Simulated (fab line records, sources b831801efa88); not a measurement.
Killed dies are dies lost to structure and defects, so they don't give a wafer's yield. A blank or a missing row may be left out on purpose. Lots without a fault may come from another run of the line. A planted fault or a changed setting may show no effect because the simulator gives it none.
fab line records | flow sky130
record lots=24 wafers=72 last_day=50
route steps=708 shown SONOS_TUNNEL@166 SD_N@350 LI_CONTACT@376 METAL3@534 CAP2M@604 METAL4@633
lots that met no fault: from a run of the same line without faults
start_h: hours from the record's first day to the start of the lot's first wafer shown | wait_h: hours since the lot's step before | " the same as in the row above | L1.1+2: a row that stands for several wafers | - no value, or no start given | * or withheld: withheld | < > ~ a bound
route shown NAME@n: a module of which the file shows steps, and the number in the route of the first | usual: mean/standard deviation of fault-free wafers | same: alike in all rows | chamber/n: place in a boat | sites: the reading at each site | _std_site: their standard deviation | _edge_site: outer sites' mean less inner sites' | radius_mm: how far each site lies from the wafer's centre | mask NAME#n: copy n | behind: the tool/chamber that last shaped the wafer | hold: why the lot was held/for how many hours/how that ended | device: the transistor (n, p or np) that didn't switch | end of line: the same wafers' tests at the end of the route | a step without rows: its recipe alone | killed: dies lost to structure and defects at the first sort, not the wafer's yield | map: a wafer's dies, x killed, . not, _ none there
set.NAME: the setting as run; set.NAME@STEP: as run at that earlier step | model.NAME: the simulator's own value behind a step, which no gauge read
steps of the route over a sample of lots; a table a step, a row a wafer
services: from which hour (start_h, from the record's first day; less than 0 if before it) a tool's chamber was out of use, for how many hours, and why
## steps
# step SKY_SONOS_TUNNEL_TW_MEAS_12
# usual SONOS_TUNNEL_TW=197.9/1.3
# columns lot.wafer tool chamber start_h wait_h SONOS_TUNNEL_TW
L074.2 film_metro-03 - 250.23 0.0 201.1
L074.4 " - " " 199.6
L074.6 " - " " 199.3
L075.1 film_metro-02 - 259.43 0.0 196.7
L075.2 " - " " 196.9
L075.4 " - " " 198.0
L076.2 film_metro-03 - 263.99 0.0 201.1
L076.3 " - " " 200.2
L076.4 " - " " 200.0
L077.2 film_metro-01 - 267.61 0.0 195.9
L077.4 " - " " 195.5
L077.6 " - " " 195.9
L078.1 film_metro-01 - 274.68 0.0 196.4
L078.5 " - " " 196.5
L078.6 " - " " 195.4
L079.4 film_metro-03 - 288.34 0.0 198.7
L079.5 " - " " 199.1
L079.6 " - " " 199.6
L080.1 film_metro-02 - 293.35 0.0 198.1
L080.2 " - " " 198.4
L080.5 " - " " 198.6
L081.2 film_metro-01 - 300.41 0.0 196.8
L081.4 " - " " 196.9
L081.6 " - " " 196.9
L082.1 film_metro-01 - 311.88 0.0 197.0
L082.4 " - " " 197.0
L082.6 " - " " 196.5
L083.4 film_metro-02 - 320.63 0.0 196.4
L083.5 " - " " 197.7
L083.6 " - " " 197.5
L084.2 film_metro-01 - 327.34 0.0 198.8
L084.4 " - " " 198.3
L084.6 " - " " 197.8
L085.2 film_metro-02 - 338.23 0.0 197.2
L085.5 " - " " 197.1
L085.6 " - " " 197.0
L086.2 film_metro-02 - 341.55 0.0 196.9
L086.4 " - " " 196.6
L086.6 " - " " 197.1
L087.2 film_metro-01 - 356.89 0.0 198.5
L087.4 " - " " 198.4
L087.5 " - " " 198.7
L088.1 film_metro-01 - 358.60 0.0 198.1
L088.3 " - " " 198.6
L088.4 " - " " 199.1
L089.2 film_metro-03 - 370.44 0.0 200.0
L089.3 " - " " 200.8
L089.4 " - " " 200.2
L090.1 film_metro-01 - 373.13 0.0 198.5
L090.4 " - " " 197.9
L090.6 " - " " 199.2
L091.2 film_metro-02 - 381.84 0.0 197.3
L091.3 " - " " 197.4
L091.6 " - " " 196.2
L092.1 film_metro-01 - 386.46 0.0 196.7
L092.3 " - " " 196.5
L092.4 " - " " 197.3
L093.2 film_metro-03 - 393.46 0.0 199.2
L093.5 " - " " 198.8
L093.6 " - " " 199.8
L094.1 film_metro-01 - 403.43 0.0 196.0
L094.4 " - " " 197.4
L094.6 " - " " 196.9
L095.1 film_metro-02 - 414.07 0.0 197.3
L095.2 " - " " 197.7
L095.5 " - " " 196.0
L096.2 film_metro-01 - 425.44 0.0 198.8
L096.4 " - " " 197.4
L096.5 " - " " 198.0
L097.2 film_metro-03 - 430.16 0.0 198.7
L097.4 " - " " 199.0
L097.6 " - " " 199.0
# step SKY_SD_N_OVL_MEAS_08
# usual SD_N_OVL=-0.3/1.5
# columns lot.wafer tool chamber start_h wait_h SD_N_OVL[nm]
L074.2 overlay-02 - 653.78 0.1 -0.4
L074.4 " - " " -2.1
L074.6 " - " " 0.0
L075.1 overlay-02 - 656.88 0.1 -1.2
L075.2 " - " " 0.6
L075.4 " - " " 1.5
L076.2 overlay-01 - 660.39 0.1 1.2
L076.3 " - " " 1.7
L076.4 " - " " 0.4
L077.2 overlay-02 - 669.08 0.1 -2.2
L077.4 " - " " -1.8
L077.6 " - " " -0.3
L078.1 overlay-02 - 675.88 0.1 0.8
L078.5 " - " " 0.7
L078.6 " - " " 0.0
L079.4 overlay-02 - 685.40 0.1 -2.5
L079.5 " - " " 0.0
L079.6 " - " " -2.7
L080.1 overlay-01 - 690.38 0.1 -2.0
L080.2 " - " " -1.5
L080.5 " - " " -4.5
L081.2 overlay-02 - 703.18 0.1 -0.9
L081.4 " - " " -0.5
L081.6 " - " " -0.7
L082.1 overlay-02 - 713.18 0.1 2.0
L082.4 " - " " -0.1
L082.6 " - " " 2.4
L083.4 overlay-02 - 725.37 0.1 -0.7
L083.5 " - " " -0.3
L083.6 " - " " 0.3
L084.2 overlay-01 - 726.54 0.1 -0.9
L084.4 " - " " 0.4
L084.6 " - " " 0.5
L085.2 overlay-02 - 736.88 0.1 0.2
L085.5 " - " " 0.4
L085.6 " - " " -1.5
L086.2 overlay-02 - 743.73 0.1 0.6
L086.4 " - " " 1.1
L086.6 " - " " 3.9
L087.2 overlay-01 - 776.79 0.1 0.2
L087.4 " - " " -0.7
L087.5 " - " " -1.0
L088.1 overlay-01 - 777.33 0.1 -3.2
L088.3 " - " " -0.8
L088.4 " - " " -2.1
L089.2 overlay-02 - 777.58 0.1 -0.4
L089.3 " - " " 0.2
L089.4 " - " " 0.1
L090.1 overlay-01 - 778.78 0.1 1.7
L090.4 " - " " 1.2
L090.6 " - " " 3.0
L091.2 overlay-01 - 780.24 0.1 -1.2
L091.3 " - " " -1.5
L091.6 " - " " -0.6
L092.1 overlay-01 - 782.63 0.1 -2.5
L092.3 " - " " -2.5
L092.4 " - " " -0.8
L093.2 overlay-02 - 784.78 0.1 -1.4
L093.5 " - " " -0.8
L093.6 " - " " -0.9
L094.1 overlay-02 - 796.04 0.1 0.6
L094.4 " - " " 2.0
L094.6 " - " " -1.0
L095.1 overlay-02 - 809.53 0.1 3.1
L095.2 " - " " 1.7
L095.5 " - " " 0.5
L096.2 overlay-01 - 821.34 0.1 0.0
L096.4 " - " " 2.2
L096.5 " - " " -0.9
L097.2 overlay-01 - 822.98 0.1 -1.0
L097.4 " - " " -0.5
L097.6 " - " " -1.0
# step SKY_LI_CONTACT_ETCH_14
# recipe chemistry=N2/H2 target=BARC ion_energy_ev=200 source_w=500 bias_w=100 pressure_mtorr=30 n2_flow_sccm=100 h2_flow_sccm=200 stop_on=SiO2 time_s=45.9 target_depth_a=600
# usual bias_w=100.0/0.31 drypump_motor_current_A=5.7/0.37 oes_product_au=0.854/0.0047 throttle_valve_pct=13.227/0.0096
# columns lot.wafer tool chamber start_h wait_h bias_w drypump_motor_current_A oes_product_au rf_hours_counter_h throttle_valve_pct
L074.2 rie_diel-04 0 684.01 0.0 99.8 5.7 0.854 49 13.236
L074.4 " 1 " " 100.1 5.1 0.848 46 13.232
L074.6 " 3 " " 99.7 5.9 0.855 - 13.243
L075.1 rie_diel-01 2 685.73 0.0 99.6 5.7 0.850 4 13.222
L075.2 " 3 " " 100.5 6.1 0.859 10 13.208
L075.4 " 2 " " 99.6 5.8 0.848 - 13.226
L076.2 rie_diel-01 2 688.68 0.0 100.6 5.7 0.856 4 13.219
L076.3 " 1 " " 100.0 5.8 0.849 3 13.218
L076.4 " 3 " " 100.1 6.0 0.854 11 13.227
L077.2 rie_diel-04 0 699.36 0.0 99.8 5.7 0.853 49 13.243
L077.4 " 2 " " 99.7 6.2 0.849 3 13.230
L077.6 " 0 " " 100.1 5.7 0.857 - 13.226
L078.1 rie_diel-02 2 706.03 0.0 100.0 5.5 0.852 17 13.207
L078.5 " 1 " " 100.0 5.6 0.845 - 13.221
L078.6 " 2 " " 99.7 5.5 0.863 - 13.225
L079.4 rie_diel-04 0 716.73 0.0 100.3 5.8 0.849 50 13.206
L079.5 " 1 " " 100.2 5.1 0.848 - 13.228
L079.6 " 2 " " 100.0 6.3 0.854 - 13.218
L080.1 rie_diel-01 0 720.56 0.0 100.0 5.3 0.859 9 13.218
L080.2 " 1 " " 100.2 5.7 0.852 4 13.224
L080.5 " 0 " " 99.7 5.3 0.857 - 13.224
L081.2 rie_diel-02 2 732.91 0.0 99.7 5.5 0.852 17 13.228
L081.4 " 1 " " 99.9 5.6 0.851 6 13.206
L081.6 " 3 " " 99.9 5.2 0.852 - 13.243
L082.1 rie_diel-04 1 742.16 0.0 100.1 5.1 0.856 48 13.238
L082.4 " 1 " " 100.0 5.1 0.858 - 13.246
L082.6 " 3 " " 100.0 5.9 0.854 - 13.224
L083.4 rie_diel-04 3 754.33 0.0 100.5 5.9 0.851 - 13.215
L083.5 " 2 " " 99.9 6.3 0.863 - 13.205
L083.6 " 0 " " 100.1 5.7 0.849 - 13.209
L084.2 rie_diel-01 2 755.11 0.0 100.5 5.8 0.861 6 13.218
L084.4 " 1 " " 100.0 5.7 0.853 5 13.220
L084.6 " 0 " " 100.4 5.3 0.848 - 13.232
L085.2 rie_diel-02 3 765.38 0.0 100.3 5.2 0.857 10 13.235
L085.5 " 3 " " 100.4 5.2 0.852 - 13.218
L085.6 " 2 " " 100.5 5.5 0.852 - 13.228
L086.2 rie_diel-04 0 772.51 0.0 99.5 5.8 0.852 0 13.233
L086.4 " 2 " " 100.1 6.3 0.856 - 13.218
L086.6 " 3 " " 100.0 5.9 0.856 - 13.242
L087.2 rie_diel-04 3 805.66 0.0 99.9 5.9 0.851 19 13.222
L087.4 " 2 " " 99.8 6.2 0.848 - 13.219
L087.5 " 3 " " 99.8 5.9 0.856 - 13.223
L088.1 rie_diel-01 0 806.26 0.0 99.8 5.3 0.852 11 13.218
L088.3 " 2 " " 99.8 5.7 0.849 7 13.220
L088.4 " 3 " " 99.4 6.1 0.854 14 13.235
L089.2 rie_diel-04 2 806.61 0.0 100.6 6.2 0.850 7 13.238
L089.3 " 0 " " 99.9 5.7 0.859 3 13.241
L089.4 " 0 " " 100.2 5.7 0.853 - 13.210
L090.1 rie_diel-01 1 807.56 0.0 99.9 5.8 0.855 7 13.217
L090.4 " 3 " " 99.9 6.1 0.856 14 13.234
L090.6 " 1 " " 99.9 5.8 0.850 - 13.225
L091.2 rie_diel-02 1 809.11 0.0 99.9 5.6 0.848 7 13.211
L091.3 " 3 " " 100.2 5.2 0.852 10 13.228
L091.6 " 3 " " 100.1 5.2 0.858 - 13.226
L092.1 rie_diel-04 2 810.86 0.0 99.4 6.2 0.849 8 13.223
L092.3 " 1 " " 99.7 5.1 0.856 0 13.231
L092.4 " 3 " " 99.8 5.9 0.855 19 13.235
L093.2 rie_diel-02 1 812.96 0.0 100.4 5.6 0.842 7 13.226
L093.5 " 2 " " 99.6 5.5 0.849 - 13.221
L093.6 " 1 " " 100.3 5.6 0.857 - 13.215
L094.1 rie_diel-01 2 824.06 0.0 100.1 5.7 0.858 8 13.234
L094.4 " 1 " " 99.8 5.7 0.857 8 13.238
L094.6 " 0 " " 100.1 5.3 0.854 - 13.225
L095.1 rie_diel-01 2 836.99 0.0 100.5 5.7 0.848 8 13.221
L095.2 " 0 " " 100.1 5.3 0.853 12 13.223
L095.5 " 0 " " 99.7 5.3 0.851 - 13.238
L096.2 rie_diel-04 1 849.01 0.0 100.0 5.1 0.850 1 13.234
L096.4 " 2 " " 100.5 6.2 0.848 9 13.224
L096.5 " 0 " " 99.6 5.7 0.854 - 13.234
L097.2 rie_diel-02 3 850.14 0.0 99.9 5.2 0.852 11 13.230
L097.4 " 1 " " 99.9 5.6 0.858 8 13.227
L097.6 " 3 " " 100.2 5.2 0.851 - 13.240
# step SKY_METAL3_SPUTTER_02
# recipe material=AlCu target_thk_nm=735 power_w=10600 time_s=39.1 chamber_pressure_pa=0.4
# usual throttle_valve_pct=29.9/1.1
# columns lot.wafer tool chamber start_h wait_h throttle_valve_pct
L074.2 pvd_sputter-02 - 855.05 0.0 30.7
L074.4 " - " " 29.2
L074.6 " - " " 30.5
L075.1 pvd_sputter-02 - 857.84 0.0 27.4
L075.2 " - " " 30.6
L075.4 " - " " 30.4
L076.2 pvd_sputter-03 - 860.47 0.0 30.6
L076.3 " - " " 30.2
L076.4 " - " " 30.7
L077.2 pvd_sputter-04 - 871.87 0.0 30.2
L077.4 " - " " 31.1
L077.6 " - " " 31.0
L078.1 pvd_sputter-04 - 879.50 0.0 30.1
L078.5 " - " " 27.7
L078.6 " - " " 29.8
L079.4 pvd_sputter-02 - 886.07 0.0 30.5
L079.5 " - " " 27.6
L079.6 " - " " 30.4
L080.1 pvd_sputter-02 - 891.25 0.0 29.1
L080.2 " - " " 30.4
L080.5 " - " " 29.1
L081.2 pvd_sputter-02 - 901.94 0.0 27.7
L081.4 " - " " 28.7
L081.6 " - " " 30.5
L082.1 pvd_sputter-04 - 909.07 0.0 27.6
L082.4 " - " " 31.1
L082.6 " - " " 29.7
L083.4 pvd_sputter-02 - 921.91 0.0 29.1
L083.5 " - " " 30.7
L083.6 " - " " 29.1
L084.2 pvd_sputter-03 - 921.99 0.0 30.4
L084.4 " - " " 30.1
L084.6 " - " " 30.2
L085.2 pvd_sputter-03 - 933.00 0.0 30.4
L085.5 " - " " 30.3
L085.6 " - " " 30.7
L086.2 pvd_sputter-03 - 937.89 0.0 30.5
L086.4 " - " " 30.4
L086.6 " - " " 30.1
L087.2 pvd_sputter-03 - 968.70 0.0 30.0
L087.4 " - " " 30.4
L087.5 " - " " 30.5
L088.1 pvd_sputter-04 - 969.90 0.0 29.8
L088.3 " - " " 31.3
L088.4 " - " " 29.9
L089.2 pvd_sputter-02 - 970.20 0.0 27.5
L089.3 " - " " 30.5
L089.4 " - " " 29.3
L090.1 pvd_sputter-02 - 970.50 0.0 30.5
L090.4 " - " " 27.7
L090.6 " - " " 28.9
L091.2 pvd_sputter-04 - 970.85 0.0 31.5
L091.3 " - " " 27.7
L091.6 " - " " 30.3
L092.1 pvd_sputter-02 - 973.72 0.0 30.5
L092.3 " - " " 30.2
L092.4 " - " " 29.2
L093.2 pvd_sputter-03 - 976.29 0.0 30.7
L093.5 " - " " 30.1
L093.6 " - " " 30.7
L094.1 pvd_sputter-02 - 985.40 0.0 30.5
L094.4 " - " " 29.2
L094.6 " - " " 29.3
L095.1 pvd_sputter-03 - 998.14 0.0 30.8
L095.2 " - " " 30.3
L095.5 " - " " 30.8
L096.2 pvd_sputter-03 - 1006.28 0.0 30.1
L096.4 " - " " 30.1
L096.5 " - " " 30.6
L097.2 pvd_sputter-03 - 1008.24 0.0 30.5
L097.4 " - " " 30.5
L097.6 " - " " 30.1
# step SKY_CAP2M_THK_MEAS_01
# recipe reads=SiO2_of_CAP2M_CVD_00
# usual CAP2M_CVD_00_THK=15.52/0.22
# columns lot.wafer tool chamber start_h wait_h CAP2M_CVD_00_THK[nm]
L074.2 film_metro-01 - 935.60 - 15.12
L074.4 " - " " 15.38
L074.6 " - " " 15.44
L075.1 film_metro-02 - 938.92 - 15.49
L075.2 " - " " 15.38
L075.4 " - " " 15.71
L076.2 film_metro-02 - 941.46 - 15.13
L076.3 " - " " 15.51
L076.4 " - " " 15.62
L077.2 film_metro-01 - 951.04 - 15.51
L077.4 " - " " 15.68
L077.6 " - " " 15.77
L078.1 film_metro-03 - 957.60 - 15.61
L078.5 " - " " 15.79
L078.6 " - " " 15.89
L079.4 film_metro-02 - 965.59 - 16.00
L079.5 " - " " 15.98
L079.6 " - " " 15.92
L080.1 film_metro-01 - 969.73 - 15.46
L080.2 " - " " 15.52
L080.5 " - " " 15.65
L081.2 film_metro-02 - 977.95 - 15.57
L081.4 " - " " 15.69
L081.6 " - " " 15.85
L082.1 film_metro-03 - 986.49 - 15.31
L082.4 " - " " 15.68
L082.6 " - " " 15.38
L083.4 film_metro-01 - 998.63 - 15.64
L083.5 " - " " 15.75
L083.6 " - " " 15.41
L084.2 film_metro-03 - 998.70 - 15.49
L084.4 " - " " 15.60
L084.6 " - " " 15.81
L085.2 film_metro-03 - 1009.96 - 15.66
L085.5 " - " " 15.95
L085.6 " - " " 16.02
L086.2 film_metro-03 - 1011.83 - 15.21
L086.4 " - " " 15.37
L086.6 " - " " 15.33
L087.2 film_metro-03 - 1043.11 - 15.42
L087.4 " - " " 15.52
L087.5 " - " " 15.66
L088.1 film_metro-01 - 1044.58 - 15.38
L088.3 " - " " 15.32
L088.4 " - " " 15.79
L089.2 film_metro-01 - 1044.86 - 15.41
L089.3 " - " " 15.38
L089.4 " - " " 15.36
L090.1 film_metro-02 - 1045.67 - 15.62
L090.4 " - " " 15.72
L090.6 " - " " 15.79
L091.2 film_metro-01 - 1046.07 - 15.50
L091.3 " - " " 15.44
L091.6 " - " " 15.61
L092.1 film_metro-02 - 1047.51 - 15.50
L092.3 " - " " 15.49
L092.4 " - " " 15.89
L093.2 film_metro-01 - 1050.66 - 15.53
L093.5 " - " " 15.68
L093.6 " - " " 15.95
L094.1 film_metro-02 - 1059.05 - 15.28
L094.4 " - " " 15.33
L094.6 " - " " 15.53
L095.1 film_metro-02 - 1070.25 - 15.45
L095.2 " - " " 15.54
L095.5 " - " " 15.69
L097.2 film_metro-03 - 1079.32 - 15.05
L097.4 " - " " 15.23
L097.6 " - " " 15.70
L096.2 film_metro-03 - 1079.62 - 15.27
L096.4 " - " " 15.63
L096.5 " - " " 15.57
# step SKY_METAL4_ETCH_17
# recipe target=SiO2 stop_on=TiN chemistry=C4F8/O2/Ar source_w=1500 bias_w=1200 pressure_mtorr=40 c4f8_flow_sccm=withheld O2_flow_sccm=6 Ar_flow_sccm=300 time_s=3.9 target_depth_a=150
# usual bias_w=1200/3.8 oes_product_au=0.755/0.0072
# columns lot.wafer tool chamber start_h wait_h bias_w oes_product_au rf_hours_counter_h
L074.2 rie_diel-03 1 984.84 0.1 1195 0.734 8
L074.4 " 0 " " 1201 0.747 10
L074.6 " 3 " " 1202 0.754 -
L075.1 rie_diel-02 1 987.90 0.1 1197 0.759 11
L075.2 " 3 " " 1202 0.747 15
L075.4 " 2 " " 1199 0.757 1
L076.2 rie_diel-02 3 990.49 0.1 1201 0.735 15
L076.3 " 2 " " 1200 0.755 1
L076.4 " 1 " " 1197 0.756 11
L077.2 rie_diel-02 2 999.74 0.1 1200 0.754 1
L077.4 " 0 " " 1194 0.756 5
L077.6 " 1 " " 1205 0.752 -
L078.1 rie_diel-04 1 1006.60 0.1 1196 0.763 6
L078.5 " 1 " " 1193 0.764 -
L078.6 " 0 " " 1201 0.764 -
L079.4 rie_diel-03 1 1014.35 0.0 1201 0.770 8
L079.5 " 3 " " 1206 0.765 -
L079.6 " 0 " " 1199 0.766 -
L080.1 rie_diel-03 1 1017.84 0.1 1204 0.758 9
L080.2 " 0 " " 1194 0.750 11
L080.5 " 0 " " 1195 0.757 -
L081.2 rie_diel-02 2 1026.34 0.1 1201 0.758 2
L081.4 " 3 " " 1203 0.760 16
L081.6 " 2 " " 1199 0.765 -
L082.1 rie_diel-03 1 1033.00 0.1 1200 0.748 9
L082.4 " 2 " " 1201 0.752 17
L082.6 " 2 " " 1201 0.749 -
L083.4 rie_diel-04 1 1045.15 0.0 1203 0.756 7
L083.5 " 2 " " 1199 0.761 -
L083.6 " 3 " " 1202 0.752 -
L084.2 rie_diel-02 0 1047.10 0.1 1201 0.753 6
L084.4 " 1 " " 1200 0.754 13
L084.6 " 2 " " 1199 0.762 -
L085.2 rie_diel-02 0 1056.18 0.1 1202 0.757 7
L085.5 " 0 " " 1203 0.770 -
L085.6 " 1 " " 1200 0.762 -
L086.2 rie_diel-04 2 1057.43 0.1 1204 0.753 15
L086.4 " 3 " " 1199 0.756 27
L086.6 " 1 " " 1202 0.744 -
L087.2 rie_diel-02 0 1086.15 0.1 1198 0.753 8
L087.4 " 3 " " 1196 0.747 18
L087.5 " 0 " " 1195 0.755 -
L088.1 rie_diel-02 2 1087.50 0.1 1202 0.751 4
L088.3 " 0 " " 1207 0.746 8
L088.4 " 1 " " 1206 0.765 14
L089.2 rie_diel-03 3 1088.04 0.1 1200 0.744 27
L089.3 " 1 " " 1202 0.755 11
L089.4 " 0 " " 1198 0.754 13
L090.1 rie_diel-03 0 1089.30 0.1 1201 0.762 13
L090.4 " 2 " " 1200 0.757 19
L090.6 " 0 " " 1198 0.763 -
L091.2 rie_diel-04 3 1089.65 0.1 1202 0.758 28
L091.3 " 1 " " 1195 0.757 9
L091.6 " 2 " " 1196 0.756 -
L092.1 rie_diel-03 1 1090.95 0.1 1197 0.753 11
L092.3 " 0 " " 1194 0.759 13
L092.4 " 3 " " 1193 0.765 27
L093.2 rie_diel-02 2 1094.45 0.1 1201 0.757 4
L093.5 " 1 " " 1204 0.753 -
L093.6 " 2 " " 1194 0.759 -
L094.1 rie_diel-03 2 1101.80 0.1 1211 0.750 19
L094.4 " 3 " " 1199 0.756 28
L094.6 " 2 " " 1202 0.750 -
L095.1 rie_diel-04 2 1112.75 0.1 1203 0.753 17
L095.2 " 3 " " 1199 0.763 29
L095.5 " 2 " " 1203 0.759 -
L097.2 rie_diel-02 0 1120.20 0.1 1210 0.741 9
L097.4 " 2 " " 1202 0.748 5
L097.6 " 1 " " 1205 0.756 -
L096.2 rie_diel-03 0 1120.55 0.1 1211 0.755 14
L096.4 " 3 " " 1207 0.760 29
L096.5 " 0 " " 1201 0.762 -
## services
# columns tool chamber start_h hours kind
pvd_sputter-02 - 660.49 2.0 repair
rie_diel-03 2 697.61 7.7 repair
pvd_sputter-03 - 705.55 3.8 repair
rie_diel-02 0 734.77 2.6 repair
rie_diel-04 - 735.72 2.8 pm
pvd_sputter-03 - 745.26 2.9 repair
rie_diel-03 - 756.25 0.6 repair
rie_diel-02 - 766.01 2.8 pm
rie_diel-02 3 779.24 21.8 repair
rie_diel-02 1 786.98 3.2 repair
rie_diel-04 1 789.75 18.6 repair
rie_diel-04 3 794.01 5.3 repair
rie_diel-02 1 837.53 7.4 repair
pvd_sputter-02 - 891.58 9.5 repair
rie_diel-02 2 935.33 3.2 repair
rie_diel-02 1 963.45 19.8 repair
rie_diel-04 - 990.30 0.2 repair
rie_diel-04 0 1019.98 5.1 repair
pvd_sputter-02 - 1024.18 5.1 repair
rie_diel-04 2 1058.62 10.3 repair
pvd_sputter-02 - 1072.05 6.8 repair
rie_diel-04 1 1078.67 5.6 repair
rie_diel-02 3 1090.30 11.7 repair
rie_diel-02 - 1101.01 2.8 repair
## key
fault none
